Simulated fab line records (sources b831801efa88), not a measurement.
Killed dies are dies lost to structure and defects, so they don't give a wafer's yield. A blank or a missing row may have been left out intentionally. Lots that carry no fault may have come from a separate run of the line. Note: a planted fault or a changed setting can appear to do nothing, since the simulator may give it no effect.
fab line records | flow sky130
record lots=11 wafers=33 lastDay=50
route steps=708 shown VIA3@588 METAL4@599 VIA4@660 METAL5@663 PAD_OPEN@708
lots untouched by any fault: they come from a run of this same line in which no faults occurred
startH: hours from the record's first day to the start of the lot's first wafer shown | waitH: hours elapsed since this lot's preceding step | " identical to the entry in the row above | L1.1+2: a row that stands for several wafers | - no value, or no start given | * or withheld: withheld | < > ~ a bound
route shown NAME@n: NAME is a module with steps in the file, n the number in the route of the first one | usual: the fault-free wafers' mean and standard deviation | same: alike in all rows | chamber/n: place in a boat | sites: readings site by site | _std_site: their standard deviation | _edge_site: mean of outer sites minus mean of inner sites | radiusMm: for every site, how far away it sits from the centre of the wafer | mask NAME#n: copy n | behind: the last tool/chamber to shape the wafer | hold: the reason the lot was held/the length of the hold in hours/how it ended | device: the n, p or np transistor that did not switch | end of line: the tests these same wafers got at the end of their route | a step with no rows: only its recipe | killed: dies that structure and defects cost at the first sort, which is not the same as the wafer's yield | map: dies across one wafer; x = killed, . = not, _ = none there
set.NAME: the run value of the setting; set.NAME@STEP: its run value at that earlier step | model.NAME: the simulator's own value behind a step, which no gauge read
steps of the route over a sample of lots; a table a step, a row a wafer
services: from which hour (startH, from the record's first day; less than 0 if before it) a tool's chamber was out of use, for how many hours, and why
## steps
# step SKY_VIA3_ETCH_15
# recipe target=SiO2 chemistry=C4F8/O2/Ar targetDepthNm=507 stopOn=TiN maskMaterial=KrF-thick sourceW=1500 biasW=1200 pressureMtorr=40 c4f8FlowSccm=withheld O2_flow_sccm=6 Ar_flow_sccm=300 timeS=78
# usual oesProductAu=0.945/0.0049
# columns lot.wafer tool chamber startH waitH oesProductAu rfHoursCounterH
L326.2 rieDiel-02 0 936.33 0.0 0.945 19
L326.3 " 3 " " 0.951 13
L326.4 " 1 " " 0.939 5
L327.2 rieDiel-03 1 941.55 0.0 0.944 21
L327.4 " 2 " " 0.939 24
L327.5 " 3 " " 0.939 -
L329.2 rieDiel-03 3 961.68 0.0 0.948 17
L329.3 " 0 " " 0.948 22
L329.4 " 1 " " 0.948 21
L330.2 rieDiel-03 2 973.51 0.0 0.949 25
L330.3 " 1 " " 0.942 22
L330.6 " 0 " " 0.934 -
L333.1 rieDiel-02 1 981.18 0.0 0.942 7
L333.3 " 2 " " 0.949 25
L333.4 " 3 " " 0.943 15
L338.1 rieDiel-03 2 1022.03 0.0 0.950 27
L338.3 " 3 " " 0.944 18
L338.4 " 0 " " 0.946 24
L339.3 rieDiel-03 0 1029.21 0.0 0.949 24
L339.5 " 1 " " 0.946 -
L339.6 " 0 " " 0.943 -
L342.1 rieDiel-02 3 1043.83 0.0 0.939 17
L342.3 " 0 " " 0.944 23
L342.6 " 3 " " 0.945 -
L343.2 rieDiel-02 3 1051.13 0.0 0.947 17
L343.3 " 0 " " 0.948 23
L343.6 " 2 " " 0.945 -
L347.2 rieDiel-01 3 1073.33 0.0 0.951 8
L347.4 " 2 " " 0.949 7
L347.5 " 2 " " 0.946 -
L348.3 rieDiel-02 3 1077.88 0.0 0.950 18
L348.4 " 1 " " 0.945 10
L348.5 " 1 " " 0.947 -
# step SKY_METAL4_SPUTTER_01
# recipe material=TiN targetThkNm=20 powerW=6500 timeS=16.7 chamberPressurePa=0.4
# usual cathodeDcPowerW=6500.0/1.2 chamberPressurePa=0.3999/0.00094 throttleValvePct=29.7/0.73
# columns lot.wafer tool chamber startH waitH cathodeDcPowerW chamberPressurePa throttleValvePct
L326.2 pvdSputter-04 - 938.10 0.0 6502.1 0.3994 29.5
L326.3 " - " " 6499.9 0.3989 29.5
L326.4 " - " " 6499.7 0.3993 28.9
L327.2 pvdSputter-02 - 945.24 0.0 6500.6 0.3997 31.2
L327.4 " - " " 6501.3 0.3986 28.8
L327.5 " - " " 6500.3 0.3986 31.0
L329.2 pvdSputter-03 - 963.02 0.0 6501.0 0.3998 30.3
L329.3 " - " " 6501.1 0.3992 30.0
L329.4 " - " " 6500.4 0.3995 28.5
L330.2 pvdSputter-04 - 974.85 0.0 6498.9 0.4008 29.4
L330.3 " - " " 6499.0 0.4005 29.1
L330.6 " - " " 6499.1 0.3999 29.1
L333.1 pvdSputter-02 - 982.52 0.0 6501.1 0.4002 30.9
L333.3 " - " " 6501.9 0.4006 29.6
L333.4 " - " " 6498.1 0.4006 29.0
L338.1 pvdSputter-02 - 1023.39 0.0 6499.5 0.3996 29.9
L338.3 " - " " 6500.2 0.4006 28.9
L338.4 " - " " 6498.3 0.4004 28.9
L339.3 pvdSputter-02 - 1030.59 0.0 6500.4 0.3996 30.4
L339.5 " - " " 6498.1 0.3993 30.5
L339.6 " - " " 6500.4 0.3998 29.8
L342.1 pvdSputter-03 - 1045.21 0.0 6501.4 0.4002 30.0
L342.3 " - " " 6501.2 0.4013 30.5
L342.6 " - " " 6500.5 0.4003 30.0
L343.2 pvdSputter-04 - 1052.51 0.0 6499.2 0.4008 29.7
L343.3 " - " " 6500.3 0.3999 29.4
L343.6 " - " " 6500.9 0.3983 29.7
L347.2 pvdSputter-02 - 1074.67 0.0 6498.7 0.4004 29.4
L347.4 " - " " 6499.7 0.3996 30.4
L347.5 " - " " 6497.9 0.3999 30.9
L348.3 pvdSputter-02 - 1079.22 0.0 6499.6 0.3989 29.5
L348.4 " - " " 6500.7 0.3995 29.9
L348.5 " - " " 6499.5 0.3993 28.9
# step SKY_VIA4_CMP_21
# recipe stopOn=SiO2 tOverpolishS=25 downForcePsi=3.5 platenRpm=60 targetThkNm=0 padVelocityMS=0.94248
# usual motorCurrentA=11.0/0.71 overpolishRunS=24.999/0.0088 platenRpm=60.00/0.041 timeToEndpointS=122/5.2
# columns lot.wafer tool chamber startH waitH motorCurrentA overpolishRunS platenRpm timeToEndpointS
L326.3 cmp-02 1 1013.20 0.1 10.7 25.015 59.96 122
L326.4 " 2 " " 10.8 24.987 59.99 123
L326.2 " 3 " " 10.5 25.010 59.92 120
L327.4 cmp-01 0 1020.25 0.1 11.4 25.007 60.04 118
L327.2 " 1 " " 11.3 24.988 60.02 109
L327.5 " 2 " " 10.7 24.991 60.02 118
L329.2 cmp-01 0 1036.71 0.0 11.9 25.011 59.96 131
L329.4 " 1 " " 10.9 25.000 59.94 120
L329.3 " 3 " " 11.2 24.991 59.97 133
L330.2 cmp-01 1 1048.08 0.1 10.4 25.007 59.99 118
L330.3 " 3 " " 10.7 25.000 59.89 135
L330.6 " 0 " " 11.9 25.001 60.02 127
L333.3 cmp-02 0 1055.21 0.0 12.0 24.981 59.98 123
L333.4 " 1 " " 10.1 25.006 59.95 114
L333.1 " 3 " " 9.8 25.020 60.01 117
L338.3 cmp-02 1 1091.05 0.1 10.5 24.998 59.99 120
L338.1 " 2 " " 10.4 25.001 59.98 121
L338.4 " 3 " " 10.3 24.997 60.02 116
L339.3 cmp-01 1 1098.33 0.0 10.9 24.995 59.99 114
L339.5 " 1 " " 11.4 25.002 59.92 110
L339.6 " 2 " " 10.6 24.990 59.96 131
L342.3 cmp-02 2 1111.53 0.1 10.8 25.008 59.95 122
L342.1 " 0 " " 12.4 24.982 59.93 130
L342.6 " 1 " " 10.0 25.000 60.03 122
L343.3 cmp-02 3 1118.46 0.1 10.1 25.011 60.03 118
L343.2 " 1 " " 9.9 24.997 59.90 117
L343.6 " 2 " " 10.7 24.996 59.96 121
L347.2 cmp-01 1 1138.66 0.0 11.5 24.995 59.99 112
L347.4 " 0 " " 12.0 24.989 60.03 125
L347.5 " 1 " " 12.0 24.998 60.00 114
L348.3 cmp-02 2 1143.50 0.1 10.2 24.993 59.93 123
L348.4 " 3 " " 10.3 24.993 60.02 119
L348.5 " 2 " " 10.6 25.013 59.96 120
# step SKY_METAL5_SPUTTER_02
# recipe material=AlCu targetThkNm=1150 powerW=10600 timeS=61.2 chamberPressurePa=0.4
# usual cathodeDcPowerW=10600/1.8 chamberPressurePa=0.3998/0.00084 throttleValvePct=29.8/1.2
# columns lot.wafer tool chamber startH waitH cathodeDcPowerW chamberPressurePa throttleValvePct
L326.2 pvdSputter-04 - 1013.50 0.0 10601 0.3987 29.3
L326.3 " - " " 10601 0.4002 29.5
L326.4 " - " " 10603 0.4012 29.0
L327.2 pvdSputter-04 - 1020.50 0.0 10602 0.3983 29.2
L327.4 " - " " 10598 0.4002 29.3
L327.5 " - " " 10601 0.3995 29.5
L329.2 pvdSputter-01 - 1037.06 0.0 10601 0.3979 27.4
L329.3 " - " " 10599 0.3998 31.1
L329.4 " - " " 10601 0.4012 30.0
L330.2 pvdSputter-02 - 1048.37 0.0 10605 0.3987 29.8
L330.3 " - " " 10600 0.3994 28.8
L330.6 " - " " 10600 0.4008 31.1
L333.1 pvdSputter-04 - 1055.56 0.0 10599 0.4005 29.7
L333.3 " - " " 10599 0.4006 29.2
L333.4 " - " " 10602 0.4018 29.3
L338.1 pvdSputter-02 - 1091.35 0.0 10601 0.3622 31.6
L338.3 " - " " 10596 0.3637 32.7
L338.4 " - " " 10600 0.3645 30.3
L339.3 pvdSputter-04 - 1098.68 0.0 10600 0.4000 29.4
L339.5 " - " " 10596 0.3987 29.9
L339.6 " - " " 10597 0.4006 29.7
L342.1 pvdSputter-02 - 1111.83 0.0 10599 0.3636 31.8
L342.3 " - " " 10598 0.3643 30.8
L342.6 " - " " 10600 0.3648 31.0
L343.2 pvdSputter-01 - 1118.76 0.0 10601 0.4010 27.7
L343.3 " - " " 10599 0.4007 31.3
L343.6 " - " " 10600 0.3997 30.0
L347.2 pvdSputter-01 - 1139.01 0.0 10599 0.3989 27.5
L347.4 " - " " 10602 0.3986 31.6
L347.5 " - " " 10598 0.3988 31.5
L348.3 pvdSputter-01 - 1143.80 0.0 10597 0.4013 29.8
L348.4 " - " " 10602 0.3997 31.4
L348.5 " - " " 10598 0.4004 27.5
# step SKY_PAD_OPEN_PROBE_99
# usual defectLimitedYield=82.2/2 killed_at_M0_to_M3=45/7.2 killed_at_M4_up=3.0/1.8 killedAtContacts=25/6.1 killedAtFrontEnd=14/4.4 killedAtOther=0.2/0.44 killedDies=88/10 killedOpen=48/7.4 killedShort=40/6.3 sort_bin_3_pad_short=0.9/0.41 sort_bin_5_function=10.6/1.5 sort_bin_6_memory=6.4/1.2 sortNPass=404/10 sortYieldPct=82.2/2
# same grossDies=492 killedAtBackSide=0 sort_bin_4_leakage[%]=0 sort_bin_8_speed[%]=0
# columns lot.wafer tool chamber startH waitH defectLimitedYield[%] killed_at_M0_to_M3 killed_at_M4_up killedAtContacts killedAtFrontEnd killedAtOther killedDies killedOpen killedShort sort_bin_3_pad_short[%] sort_bin_5_function[%] sort_bin_6_memory[%] sortNPass sortYieldPct[%]
L338.1 prober-02 - 1152.81 0.1 79.1 39 5 34 24 1 103 65 38 0.2 13.4 7.3 389 79.1
L338.3 prober-02 - 1152.91 0.2 78.5 55 0 35 15 1 106 60 46 0.8 13.0 7.7 386 78.5
L338.4 prober-02 - 1152.96 0.2 80.1 51 2 35 10 0 98 60 38 0.6 12.4 6.9 394 80.1
# killed by level:class
L338.1 CONTACT:geometricParticle:open=17 VIA1:geometricParticle:open=9 VIA3:geometricParticle:open=9 FIELD_ISO:geometricParticle:open=7 LI_CONTACT:geometricParticle:open=6 POLY_GATE:geometricParticle:short=5 CONTACT:geometricParticle:short=5 VIA2:geometricParticle:open=5
L338.3 VIA3:geometricParticle:open=12 CONTACT:geometricParticle:open=10 LOCAL_INTERCONNECT:geometricParticle:short=10 VIA2:geometricParticle:open=9 VIA1:geometricParticle:open=9 FIELD_ISO:geometricParticle:open=6 LI_CONTACT:geometricParticle:open=6 CONTACT:geometricParticle:short=5
L338.4 CONTACT:geometricParticle:open=15 LI_CONTACT:geometricParticle:open=10 VIA3:geometricParticle:open=9 METAL1:geometricParticle:short=8 VIA2:geometricParticle:open=8 VIA1:geometricParticle:open=7 FIELD_ISO:geometricParticle:open=5 CONTACT:geometricParticle:short=5
## services
# columns tool chamber startH hours kind
rieDiel-02 2 923.05 2.4 repair
cmp-02 - 931.98 4.0 pm
cmp-02 - 933.40 19.3 repair
cmp-01 - 940.20 3.5 repair
rieDiel-02 2 942.38 8.4 repair
cmp-02 - 943.21 4.9 repair
cmp-01 - 949.87 6.5 repair
cmp-02 - 971.95 1.8 repair
cmp-01 - 994.94 0.4 repair
rieDiel-03 0 995.95 4.9 repair
cmp-02 - 1017.79 4.6 pm
cmp-01 - 1042.69 2.0 repair
rieDiel-03 - 1048.06 0.2 repair
rieDiel-03 2 1049.44 4.6 repair
cmp-01 - 1050.80 2.9 repair
cmp-01 - 1066.33 4.2 pm
cmp-01 - 1084.21 4.0 pm
pvdSputter-01 - 1090.68 8.8 repair
pvdSputter-01 - 1090.89 1.3 repair
pvdSputter-03 - 1110.32 4.1 repair
rieDiel-03 - 1119.08 2.8 pm
cmp-01 - 1120.26 3.7 repair
rieDiel-03 3 1125.71 3.7 repair
pvdSputter-02 - 1134.28 6.2 repair
## key
firstSign step=SKY_METAL5_SPUTTER_02 reading=chamberPressurePa direction=down sigmas=43 usual=0.3998 struck=0.3638
effect none on later readings
metAt SKY_METAL5_SPUTTER_02
struckLots L338,L342
notActingAt SKY_VIA3_ETCH_15,SKY_METAL4_SPUTTER_01,SKY_VIA4_CMP_21
onsetBetween 1048.37 1091.35
fault kind=processParameterDrift tool=pvdSputter-02 chamber=- onsetH=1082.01 steps=SKY_METAL5_SPUTTER_02 channel=chamberPressurePa offset=-0.036546 shape=step endH=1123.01 actsIn=theseRecipesOnly stated=0.4
